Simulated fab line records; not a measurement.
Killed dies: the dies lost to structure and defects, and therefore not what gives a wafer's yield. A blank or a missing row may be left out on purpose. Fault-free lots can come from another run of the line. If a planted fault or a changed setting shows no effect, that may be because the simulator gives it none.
fab line records	flow sfqLine
record: lots: 6	wafers: 18	lastDay: 92
route steps=325 shown M0@32 I0@43 M1@58 I1@73 M8@325
lots that met no fault: from a run of the same line without faults
startH: hours from the record's opening day to when the first of the lot's shown wafers began	waitH: time in hours since the lot's previous step	" same as the row above	L1.1+2: a row that stands for several wafers	- no value, or no start given	* or withheld: withheld	< > ~ a bound
route shown NAME@n: a module of which the file shows steps, and the number in the route of the first	usual: mean and standard deviation over wafers with no fault	same: alike in all rows	chamber/n: place in a boat	sites: per-site readings	_std_site: how widely they spread, as a standard deviation	_edge_site: mean of outer sites minus mean of inner sites	radiusMm: how far each site lies from the wafer's centre	mask NAME#n: copy n	behind: the most recent tool/chamber to have shaped the wafer	hold: why the lot went on hold/how many hours it stayed there/how the hold came to an end	device: the n, p or np transistor that did not switch	end of line: the tests these same wafers got at the end of their route	step lacking rows: just its recipe	killed: at the first sort, the dies lost to defects and structure; wafer yield is something else	map: dies across one wafer; x = killed, . = not, _ = none there
set.NAME: the run value of the setting; set.NAME@STEP: its run value at that earlier step	model.NAME: the simulator's own value behind a step, which no gauge read
lots seen at some steps along the route; tables by step, rows by wafer
services: a tool's chamber out of use, with start hour (startH, from the record's first day; less than 0 if before it), hours out, and reason
== steps ==
step: SFQ_TRILAYER_M0_LITHO_COAT_026
recipe: resist: BARC	spinRpm: 3000	resistThkNm: 62
step: SFQ_TRILAYER_M0_LITHO_COAT_021
recipe: resist: KrF	spinRpm: 3000	resistThkNm: 600
step: SFQ_TRILAYER_M0_LITHO_SOFTBAKE_025
recipe: tempC: withheld	timeS: withheld	resist: KrF
step: SFQ_TRILAYER_M0_LITHO_EXPOSE_022
recipe: maskId: M0	na: 0.6	sourceShape: conventional	sigmaOuter: 0.65	targetCdNm: 500	doseMj: 14.4
step: SFQ_TRILAYER_M0_LITHO_PEB_024
recipe: pebTempC: 115	pebTimeS: 60	resist: KrF
step: SFQ_TRILAYER_M0_LITHO_DEVELOP_023
recipe: timeS: 60	resist: KrF
step: SFQ_M0_OVL_MEAS_906
usual: M0_OVL: 0/5.5
lot.wafer	tool	chamber	startH	waitH	M0_OVL[nm]
L915.1	overlay-01	-	261.87	0.1	13
L915.2	"	-	"	"	5
L915.3	"	-	"	"	10
L924.1	overlay-02	-	350.19	0.1	-1
L924.2	"	-	"	"	14
L924.3	"	-	"	"	3
L925.1	overlay-02	-	359.79	0.1	3
L925.4	"	-	"	"	-2
L925.6	"	-	"	"	6
L934.3	overlay-02	-	432.05	0.1	8
L934.4	"	-	"	"	0
L934.5	"	-	"	"	5
L935.1	overlay-02	-	445.24	0.1	-7
L935.2	"	-	"	"	5
L935.5	"	-	"	"	-1
L938.3	overlay-02	-	485.11	0.1	-3
L938.4	"	-	"	"	6
L938.5	"	-	"	"	0
step: SFQ_TRILAYER_M0_BARC_OPEN_METAL_ETCH_031
recipe: maskMaterial: PR	chemistry: O2	targetDepthNm: 125	target: BARC	icpW: 600	biasW: 80	pressureMtorr: 10	timeS: 41.7
step: SFQ_TRILAYER_M0_ETCH_METAL_ETCH_024
recipe: target: Nb	stopOn: SiO2	maskMaterial: PR	chemistry: Cl2/Ar	targetDepthNm: 240	icpW: 600	biasW: 80	pressureMtorr: 10	timeS: 120
step: SFQ_TRILAYER_M0_STRIP_STRIP_025
recipe: gas: O2	powerW: 200	platenTempC: 40	overashFraction: 0.65	chemistry: O2	pressureMtorr: 50
usual: drypumpMotorCurrentA: 5.7/0.42	oesProductAu: 1.002/0.012
lot.wafer	tool	chamber	startH	waitH	drypumpMotorCurrentA	oesProductAu	rfHoursCounterH
L915.1	rieMetal-03	1	262.09	0.1	5.1	0.990	35
L915.2	"	0	"	"	6.0	1.022	53
L915.3	"	1	"	"	5.1	0.989	-
L924.1	rieMetal-03	1	350.41	0.1	5.1	0.988	49
L924.2	"	0	"	"	5.9	1.019	68
L924.3	"	0	"	"	6.0	1.036	-
L925.1	rieMetal-02	1	360.01	0.1	6.3	1.000	121
L925.4	"	0	"	"	5.5	1.019	-
L925.6	"	1	"	"	6.3	0.998	-
L934.3	rieMetal-01	0	432.46	0.2	5.3	0.987	-
L934.4	"	1	"	"	6.0	1.001	-
L934.5	"	0	"	"	5.3	0.992	-
L935.1	rieMetal-02	0	445.46	0.1	5.5	1.008	101
L935.2	"	1	"	"	6.3	1.005	129
L935.5	"	1	"	"	6.3	1.006	-
L938.3	rieMetal-02	0	485.52	0.2	5.5	1.014	-
L938.4	"	1	"	"	6.3	1.011	-
L938.5	"	0	"	"	5.5	1.013	-
step: SFQ_TRILAYER_M0_STRIP_SOLV_CLEAN_026
recipe: chemistry: NMP	tempC: 70	timeS: 600
step: SFQ_TRILAYER_I0_DEP_PECVD_027
recipe: material: SiO2	tempC: 150	timeS: 111.11	pressureTorr: 2.4	rfW: 183.3	precursor: SiH4/N2O	targetThkNm: 500
step: SFQ_TRILAYER_I0_CMP_CMP_028
recipe: material: SiO2	downForcePsi: 3	platenRpm: 60	padVelocityMS: 0.94248
usual: motorCurrentA: 10.3/0.69	platenRpm: 60.00/0.043	timeToEndpointS: 208/7.5
lot.wafer	tool	chamber	startH	waitH	motorCurrentA	platenRpm	timeToEndpointS	model.SiO2_of_TRILAYER_I0_DEP_PECVD_027.thkNm
L915.2	cmp-01	0	268.08	5.2	10.1	59.97	208	199.8
L915.3	"	1	"	"	9.8	59.95	214	199.4
L915.1	"	2	"	"	11.8	60.03	218	201
L924.2	cmp-02	2	351.79	0.5	9.9	59.97	198	198.2
L924.1	"	3	"	"	11.5	60.03	203	199.2
L924.3	"	0	"	"	10.7	59.96	210	198.3
L925.4	cmp-01	1	361.07	0.0	10.5	60.01	218	197.7
L925.1	"	0	362.57	1.5	10.2	59.96	211	198.4
L925.6	"	1	"	"	10.1	59.97	207	196.8
L934.3	cmp-02	2	433.11	0.0	9.5	59.98	276	304.1
L934.4	"	1	434.61	1.5	9.2	60.02	210	199
L934.5	"	3	435.61	2.5	11.2	60.07	220	200.2
L935.1	cmp-02	1	447.86	1.6	9.8	59.99	195	198.7
L935.2	"	2	"	"	9.5	59.95	278	303.6
L935.5	"	3	"	"	10.5	59.99	216	200
L938.3	cmp-01	0	492.75	6.6	9.7	59.92	202	199.8
L938.4	"	2	493.75	7.6	11.4	60.00	211	200.9
L938.5	"	0	494.75	8.6	10.3	59.95	205	200.2
step: SFQ_I0_BOW_MEAS_907
recipe: mode: bow
usual: I0_BOW: 1/6.5
lot.wafer	tool	chamber	startH	waitH	I0_BOW[um]
L915.1	filmMetro-01	-	270.58	1.0	-1
L915.2	"	-	"	"	0
L915.3	"	-	"	"	13
L924.1	filmMetro-02	-	354.29	1.5	-2
L924.2	"	-	"	"	2
L924.3	"	-	"	"	3
L925.1	filmMetro-04	-	364.07	1.0	0
L925.4	"	-	"	"	-1
L925.6	"	-	"	"	-10
L934.3	filmMetro-01	-	436.15	2.5	-2
L934.4	"	-	"	"	5
L934.5	"	-	"	"	4
L935.1	filmMetro-04	-	449.86	1.5	-5
L935.2	"	-	"	"	7
L935.5	"	-	"	"	2
L938.3	filmMetro-04	-	495.29	2.0	4
L938.4	"	-	"	"	12
L938.5	"	-	"	"	6
step: SFQ_TRILAYER_I0_METRO_MEASURE_029
usual: thkNm: 199.2/1
lot.wafer	tool	chamber	startH	waitH	thkNm
L915.1	filmMetro-01	-	270.70	0.1	201.1
L915.2	"	-	"	"	199.9
L915.3	"	-	"	"	199.4
L924.1	filmMetro-02	-	354.41	0.1	199.1
L924.2	"	-	"	"	198.2
L924.3	"	-	"	"	198.2
L925.1	filmMetro-04	-	364.19	0.1	198.6
L925.4	"	-	"	"	197.7
L925.6	"	-	"	"	196.8
L934.3	filmMetro-01	-	436.63	0.5	303.9
L934.4	"	-	"	"	199.1
L934.5	"	-	"	"	200.3
L935.1	filmMetro-04	-	449.98	0.1	198.8
L935.2	"	-	"	"	303.6
L935.5	"	-	"	"	200.1
L938.3	filmMetro-04	-	495.77	0.5	199.8
L938.4	"	-	"	"	200.9
L938.5	"	-	"	"	200.2
step: SFQ_TRILAYER_I0_VIA_LITHO_COAT_036
recipe: resist: BARC	spinRpm: 3000	resistThkNm: 62
step: SFQ_TRILAYER_I0_VIA_LITHO_COAT_031
recipe: resist: KrF	spinRpm: 3000	resistThkNm: 650
step: SFQ_TRILAYER_I0_VIA_LITHO_SOFTBAKE_035
recipe: tempC: withheld	timeS: withheld	resist: KrF
step: SFQ_TRILAYER_I0_VIA_LITHO_EXPOSE_032
recipe: maskId: I0	na: 0.6	sourceShape: conventional	sigmaOuter: 0.65	targetCdNm: 500	doseMj: 21.3
step: SFQ_TRILAYER_I0_VIA_LITHO_PEB_034
recipe: pebTempC: 115	pebTimeS: 60	resist: KrF
step: SFQ_TRILAYER_I0_VIA_LITHO_DEVELOP_033
recipe: timeS: 60	resist: KrF
step: SFQ_I0_OVL_MEAS_908
usual: I0_OVL: -1/5
lot.wafer	tool	chamber	startH	waitH	I0_OVL[nm]
L915.1	overlay-01	-	303.59	0.1	1
L915.2	"	-	"	"	2
L915.3	"	-	"	"	1
L924.1	overlay-02	-	357.86	0.1	1
L924.2	"	-	"	"	-3
L924.3	"	-	"	"	-1
L925.1	overlay-02	-	367.76	0.1	6
L925.4	"	-	"	"	1
L925.6	"	-	"	"	-9
L934.3	overlay-01	-	540.85	0.1	1
L934.4	"	-	"	"	3
L934.5	"	-	"	"	7
L935.1	overlay-01	-	609.23	0.1	7
L935.2	"	-	"	"	0
L935.5	"	-	"	"	8
L938.3	overlay-02	-	650.17	0.1	-4
L938.4	"	-	"	"	-2
L938.5	"	-	"	"	0
step: SFQ_TRILAYER_I0_VIA_BARC_OPEN_VIA_ETCH_046
recipe: maskMaterial: PR	chemistry: O2	targetDepthNm: 125	target: BARC	sourceW: 500	biasW: 80	pressureMtorr: 30	timeS: 41.7
step: SFQ_TRILAYER_I0_VIA_ETCH_VIA_ETCH_034
recipe: target: SiO2	stopOn: Nb	maskMaterial: PR	taperDeg: 20	chemistry: CHF3	targetDepthNm: 260	sourceW: 500	biasW: 80	pressureMtorr: 30	timeS: withheld
usual: drypumpMotorCurrentA: 5.7/0.35	oesProductAu: 0.853/0.005	rfFwdPowerW: 497.6/1.6
lot.wafer	tool	chamber	startH	waitH	drypumpMotorCurrentA	oesProductAu	rfFwdPowerW	model.etch.depthNm	model.I0.featureDepthNm
L915.1	rieDiel-02	3	303.66	0.0	6.2	0.861	496.0	201	201
L915.2	"	1	"	"	5.3	0.849	497.5	199.8	199.8
L915.3	"	2	"	"	6.0	0.853	494.5	199.4	199.4
L924.1	rieDiel-01	2	357.94	0.0	5.7	0.850	495.2	199.2	199.2
L924.2	"	0	"	"	6.0	0.843	498.7	198.2	198.2
L924.3	"	1	"	"	6.1	0.855	500.3	198.3	198.3
L925.1	rieDiel-02	3	367.84	0.0	6.2	0.856	496.6	198.4	198.4
L925.4	"	1	"	"	5.3	0.845	497.5	197.7	197.7
L925.6	"	1	"	"	5.3	0.852	496.6	196.8	196.8
L934.3	rieDiel-02	3	540.91	0.0	6.2	0.971	497.2	249.9	249.9
L934.4	"	2	"	"	6.0	0.850	499.1	199	199
L934.5	"	0	"	"	5.8	0.867	499.1	200.2	200.2
L935.1	rieDiel-01	0	609.31	0.0	5.9	0.854	496.6	198.7	198.7
L935.2	"	2	"	"	5.7	1.002	499.2	260.7	260.7
L935.5	"	0	"	"	5.9	0.860	497.3	200	200
L938.3	rieDiel-04	0	650.23	0.0	5.8	0.851	498.4	199.8	199.8
L938.4	"	1	"	"	5.2	0.858	497.1	200.9	200.9
L938.5	"	3	"	"	5.7	0.854	496.5	200.2	200.2
step: SFQ_TRILAYER_I0_VIA_STRIP_STRIP_035
recipe: gas: O2	powerW: 200	platenTempC: 40	overashFraction: 0.65	chemistry: O2	pressureMtorr: 50
usual: drypumpMotorCurrentA: 5.7/0.36	oesProductAu: 1.003/0.012
lot.wafer	tool	chamber	startH	waitH	drypumpMotorCurrentA	oesProductAu	rfHoursCounterH
L915.1	rieMetal-04	1	303.78	-	5.5	0.992	66
L915.2	"	0	"	"	5.4	1.012	121
L915.3	"	0	"	"	5.4	1.015	-
L924.1	rieMetal-04	1	358.05	-	5.5	0.989	74
L924.2	"	0	"	"	5.4	1.013	130
L924.3	"	0	"	"	5.4	1.023	-
L925.1	rieMetal-02	0	367.95	-	5.5	1.013	94
L925.4	"	1	"	"	6.3	1.001	-
L925.6	"	1	"	"	6.3	0.996	-
L934.3	rieMetal-01	1	541.29	-	6.0	0.992	-
L934.4	"	0	"	"	5.3	0.994	-
L934.5	"	1	"	"	6.0	0.984	-
L935.1	rieMetal-01	0	609.42	-	5.3	0.993	44
L935.2	"	1	"	"	6.0	0.975	51
L935.5	"	1	"	"	6.0	0.990	-
L938.3	rieMetal-04	0	650.55	-	5.4	1.008	-
L938.4	"	1	"	"	5.5	1.002	-
L938.5	"	0	"	"	5.4	1.003	-
step: SFQ_TRILAYER_I0_VIA_STRIP_SOLV_CLEAN_036
recipe: chemistry: NMP	tempC: 70	timeS: 600
step: SFQ_TRILAYER_M1_DEP_PRE_CLEAN_038
recipe: gas: Ar	timeS: 22.5	biasV: 250
lot.wafer	tool	chamber	startH	waitH	model.SiO2_of_TRILAYER_I0_DEP_PECVD_027.thkNm
L915.1	pvdSputter-06	-	304.55	0.0	193.5
L915.2	"	-	"	"	192.3
L915.3	"	-	"	"	191.9
L924.1	pvdSputter-03	-	358.84	0.0	191.7
L924.2	"	-	"	"	190.7
L924.3	"	-	"	"	190.8
L925.1	pvdSputter-03	-	368.74	0.0	190.9
L925.4	"	-	"	"	190.2
L925.6	"	-	"	"	189.3
L934.3	pvdSputter-05	-	542.00	0.0	296.6
L934.4	"	-	"	"	191.5
L934.5	"	-	"	"	192.7
L935.1	pvdSputter-05	-	610.20	0.0	191.2
L935.2	"	-	"	"	296.1
L935.5	"	-	"	"	192.5
L938.3	pvdSputter-06	-	651.30	0.0	192.3
L938.4	"	-	"	"	193.4
L938.5	"	-	"	"	192.7
step: SFQ_TRILAYER_M1_DEP_SPUTTER_037
recipe: material: Nb	basePressurePa: 1.33e-06	chamberPressurePa: 0.1333	substrateTempC: 20	resputterCathodeVoltageV: 400	targetThkNm: 200	powerW: 2000	timeS: 133.3
step: SFQ_M1_RS_MEAS_909
recipe: thkMeasGauge: four-point-probe	reads: Nb_of_TRILAYER_M1_DEP_SPUTTER_037
usual: M1_NB_RS: 0.885/0.013
lot.wafer	tool	chamber	startH	waitH	M1_NB_RS[ohm/sq]
L915.1	filmMetro-03	-	304.67	0.0	0.896
L915.2	"	-	"	"	0.915
L915.3	"	-	"	"	0.894
L924.1	filmMetro-01	-	358.96	0.0	0.875
L924.2	"	-	"	"	0.902
L924.3	"	-	"	"	0.891
L925.1	filmMetro-03	-	368.86	0.0	0.907
L925.4	"	-	"	"	0.885
L925.6	"	-	"	"	0.895
L934.3	filmMetro-01	-	542.16	0.1	0.885
L934.4	"	-	"	"	0.877
L934.5	"	-	"	"	0.864
L935.1	filmMetro-03	-	610.32	0.0	0.878
L935.2	"	-	"	"	0.875
L935.5	"	-	"	"	0.886
L938.3	filmMetro-01	-	651.46	0.1	0.880
L938.4	"	-	"	"	0.871
L938.5	"	-	"	"	0.867
step: SFQ_TRILAYER_M1_LITHO_COAT_044
recipe: resist: BARC	spinRpm: 3000	resistThkNm: 62
step: SFQ_TRILAYER_M1_LITHO_COAT_039
recipe: resist: KrF	spinRpm: 3000	resistThkNm: 600
step: SFQ_TRILAYER_M1_LITHO_SOFTBAKE_043
recipe: tempC: withheld	timeS: withheld	resist: KrF
step: SFQ_TRILAYER_M1_LITHO_EXPOSE_040
recipe: maskId: M1	na: 0.6	sourceShape: conventional	sigmaOuter: 0.65	targetCdNm: 500	doseMj: 14.4
step: SFQ_TRILAYER_M1_LITHO_PEB_042
recipe: pebTempC: 115	pebTimeS: 60	resist: KrF
step: SFQ_TRILAYER_M1_LITHO_DEVELOP_041
recipe: timeS: 60	resist: KrF
step: SFQ_M1_OVL_MEAS_911
usual: M1_OVL: 1/5
lot.wafer	tool	chamber	startH	waitH	M1_OVL[nm]
L915.1	overlay-01	-	423.51	0.1	-2
L915.2	"	-	"	"	-3
L915.3	"	-	"	"	-2
L924.1	overlay-01	-	515.29	0.1	-1
L924.2	"	-	"	"	3
L924.3	"	-	"	"	3
L925.1	overlay-02	-	526.05	0.1	-7
L925.4	"	-	"	"	5
L925.6	"	-	"	"	2
L934.3	overlay-02	-	698.45	0.1	-9
L934.4	"	-	"	"	6
L934.5	"	-	"	"	-16
L935.1	overlay-01	-	763.88	0.1	-6
L935.2	"	-	"	"	7
L935.5	"	-	"	"	8
L938.3	overlay-01	-	804.82	0.1	7
L938.4	"	-	"	"	-5
L938.5	"	-	"	"	-1
step: SFQ_TRILAYER_M1_BARC_OPEN_METAL_ETCH_054
recipe: maskMaterial: PR	chemistry: O2	targetDepthNm: 125	target: BARC	icpW: 600	biasW: 80	pressureMtorr: 10	timeS: 41.7
usual: drypumpMotorCurrentA: 5.6/0.34	oesProductAu: 0.685/0.0047	rfFwdPowerW: 593.7/2
lot.wafer	tool	chamber	startH	waitH	drypumpMotorCurrentA	oesProductAu	rfFwdPowerW	rfHoursCounterH
L915.1	rieMetal-03	1	423.55	0.0	5.2	0.683	591.9	58
L915.2	"	0	"	"	5.9	0.691	594.0	76
L915.3	"	0	"	"	5.9	0.688	593.7	-
L924.1	rieMetal-01	1	515.32	0.0	6.0	0.683	598.0	38
L924.2	"	0	"	"	5.3	0.687	595.1	31
L924.3	"	0	"	"	5.3	0.684	591.1	-
L925.1	rieMetal-01	1	526.08	0.0	6.0	0.687	590.5	40
L925.4	"	0	"	"	5.3	0.682	594.6	-
L925.6	"	0	"	"	5.3	0.689	595.2	-
L934.3	rieMetal-04	1	698.50	0.0	5.5	0.683	594.2	-
L934.4	"	0	"	"	5.4	0.678	595.3	-
L934.5	"	0	"	"	5.4	0.682	596.1	-
L935.1	rieMetal-03	0	763.91	0.0	5.9	0.684	596.4	124
L935.2	"	1	"	"	5.2	0.685	593.9	103
L935.5	"	1	"	"	5.2	0.685	593.4	-
L938.3	rieMetal-01	0	804.86	0.0	5.3	0.689	596.3	-
L938.4	"	1	"	"	6.0	0.685	593.2	-
L938.5	"	0	"	"	5.3	0.682	594.8	-
step: SFQ_TRILAYER_M1_ETCH_METAL_ETCH_042
recipe: target: Nb	stopOn: SiO2	maskMaterial: PR	chemistry: Cl2/Ar	targetDepthNm: 240	icpW: 600	biasW: 80	pressureMtorr: 10	timeS: 120
usual: drypumpMotorCurrentA: 5.6/0.35	oesProductAu: 0.898/0.0088	rfFwdPowerW: 597.1/1.9
lot.wafer	tool	chamber	startH	waitH	drypumpMotorCurrentA	oesProductAu	rfFwdPowerW	rfHoursCounterH
L915.1	rieMetal-03	1	423.61	0.0	5.1	0.889	597.5	58
L915.2	"	0	"	"	5.9	0.878	597.6	76
L915.3	"	0	"	"	5.9	0.886	599.0	-
L924.1	rieMetal-01	1	515.38	0.0	6.0	0.904	594.1	38
L924.2	"	0	"	"	5.3	0.885	597.4	31
L924.3	"	0	"	"	5.3	0.890	598.0	-
L925.1	rieMetal-01	1	526.14	0.0	6.0	0.882	596.7	40
L925.4	"	0	"	"	5.3	0.903	598.6	-
L925.6	"	0	"	"	5.3	0.882	597.1	-
L934.3	rieMetal-04	1	698.58	0.1	5.5	0.892	594.2	-
L934.4	"	0	"	"	5.4	0.904	597.6	-
L934.5	"	0	"	"	5.4	0.913	598.0	-
L935.1	rieMetal-03	0	763.97	0.0	5.9	0.903	596.7	124
L935.2	"	1	"	"	5.2	0.906	594.0	103
L935.5	"	1	"	"	5.2	0.900	592.4	-
L938.3	rieMetal-01	0	804.94	0.1	5.3	0.899	594.9	-
L938.4	"	1	"	"	6.0	0.908	593.8	-
L938.5	"	0	"	"	5.3	0.908	596.5	-
step: SFQ_TRILAYER_M1_STRIP_STRIP_043
recipe: gas: O2	powerW: 200	platenTempC: 40	overashFraction: 0.65	chemistry: O2	pressureMtorr: 50
step: SFQ_TRILAYER_M1_STRIP_SOLV_CLEAN_044
recipe: chemistry: NMP	tempC: 70	timeS: 600
step: SFQ_TRILAYER_I1_DEP_PECVD_045
recipe: material: SiO2	tempC: 150	timeS: 111.11	pressureTorr: 2.4	rfW: 183.3	precursor: SiH4/N2O	targetThkNm: 500
usual: heaterPowerOuterW: 29/6.3	heaterPowerW: 82/14	rfFwdPowerW: 182.3/0.58	throttleValvePct: 24.2/0.98
lot.wafer	tool	chamber	startH	waitH	heaterPowerOuterW	heaterPowerW	rfFwdPowerW	throttleValvePct
L915.1	pecvd-01	1	424.51	0.0	24	71	183.6	23.8
L915.2	"	2	"	"	25	84	182.3	25.1
L915.3	"	0	"	"	24	71	182.7	24.8
L924.1	pecvd-02	1	516.28	0.0	18	55	184.0	23.2
L924.2	"	0	"	"	38	88	183.3	23.9
L924.3	"	2	"	"	25	71	181.8	22.7
L925.1	pecvd-03	0	527.04	0.0	37	104	182.2	24.2
L925.4	"	2	"	"	29	84	182.4	25.6
L925.6	"	1	"	"	32	91	181.2	24.4
L934.3	pecvd-02	0	699.44	0.0	35	83	181.9	24.3
L934.4	"	0	"	"	36	87	182.8	24.5
L934.5	"	2	"	"	27	73	181.6	22.7
L935.1	pecvd-03	2	764.87	0.0	36	94	181.8	25.6
L935.2	"	1	"	"	36	95	181.8	24.9
L935.5	"	2	"	"	24	80	182.3	25.8
L938.3	pecvd-03	0	805.80	0.0	41	108	182.0	24.2
L938.4	"	1	"	"	34	89	181.4	24.8
L938.5	"	2	"	"	36	96	181.7	25.8
step: SFQ_M8_BOW_MEAS_951
recipe: mode: bow
usual: M8_BOW: 8/8.1
lot.wafer	tool	chamber	startH	waitH	M8_BOW[um]	model.etest.i0.linkOhm
L915.1	filmMetro-02	-	1755.98	0.0	13	1.974
L915.2	"	-	"	"	14	1.998
L915.3	"	-	"	"	28	1.978
L924.1	filmMetro-01	-	2118.39	0.0	8	1.935
L924.2	"	-	"	"	13	1.971
L924.3	"	-	"	"	13	1.971
L925.1	filmMetro-01	-	2121.99	0.0	5	1.981
L925.4	"	-	"	"	6	1.954
L925.6	"	-	"	"	-4	1.97
L934.3	filmMetro-01	-	2203.75	0.0	16	1e+06
L934.4	"	-	"	"	21	1.974
L934.5	"	-	"	"	22	1.949
L935.1	filmMetro-02	-	2207.44	0.0	5	1.952
L935.2	"	-	"	"	16	1e+06
L935.5	"	-	"	"	11	1.96
L938.3	filmMetro-04	-	2213.65	0.0	12	1.972
L938.4	"	-	"	"	19	1.962
L938.5	"	-	"	"	13	1.935
== services ==
tool	chamber	startH	hours	kind
cmp-01	-	245.17	16.4	repair
rieMetal-01	1	254.07	5.4	repair
filmMetro-04	-	254.63	1.0	pm
filmMetro-04	-	291.48	14.5	repair
cmp-01	-	305.50	0.6	repair
rieDiel-02	1	308.51	4.9	repair
rieMetal-01	0	313.05	14.9	repair
cmp-02	-	317.36	0.4	repair
cmp-01	-	319.52	0.4	repair
rieMetal-02	1	399.90	3.4	repair
rieMetal-04	-	434.86	0.7	repair
rieMetal-03	-	440.95	0.4	repair
rieMetal-02	-	442.12	2.4	repair
rieMetal-02	-	485.92	2.8	pm
rieMetal-04	1	495.22	4.0	repair
rieMetal-03	-	498.78	4.6	repair
rieMetal-02	-	635.69	0.6	repair
rieMetal-04	-	682.61	0.5	repair
rieMetal-04	-	719.32	4.1	repair
rieMetal-03	1	719.63	14.9	repair
rieMetal-04	-	762.44	2.8	pm
rieMetal-03	0	765.70	5.8	repair
rieMetal-02	-	783.36	0.5	repair
rieMetal-04	-	795.92	1.4	pm
== key ==
firstSign: step: SFQ_TRILAYER_I0_CMP_CMP_028	reading: timeToEndpointS	direction: up	sigmas: 9.3	usual: *	struck: *
effect: step: SFQ_TRILAYER_I0_METRO_MEASURE_029	reading: thkNm	direction: up	sigmas: 99+	usual: 199.2	struck: 303.8
effect: step: SFQ_TRILAYER_I0_VIA_ETCH_VIA_ETCH_034	reading: oesProductAu	direction: up	sigmas: 27	usual: 0.853	struck: 0.987
modelEffect: step: SFQ_TRILAYER_I0_CMP_CMP_028	value: SiO2_of_TRILAYER_I0_DEP_PECVD_027.thkNm	without: 199.6	struck: 303.8
modelEffect: step: SFQ_TRILAYER_I0_VIA_ETCH_VIA_ETCH_034	value: etch.depthNm	without: 199.6	struck: 255.3
modelEffect: step: SFQ_TRILAYER_M1_DEP_PRE_CLEAN_038	value: SiO2_of_TRILAYER_I0_DEP_PECVD_027.thkNm	without: 192.1	struck: 296.3
modelEffect: step: SFQ_M8_BOW_MEAS_951	value: etest.i0.linkOhm	without: 1.955	struck: 1e+06
metAt SFQ_TRILAYER_I0_CMP_CMP_028
struckWafers L934.3,L935.2
onsetBetween 351.79 433.11
fault: kind: processParameterDrift	tool: cmp-02	chamber: -	onsetH: 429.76	steps: SFQ_TRILAYER_I0_CMP_CMP_028	channel: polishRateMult	offset: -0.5	shape: step	endH: 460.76	scope: struckWafersOnly
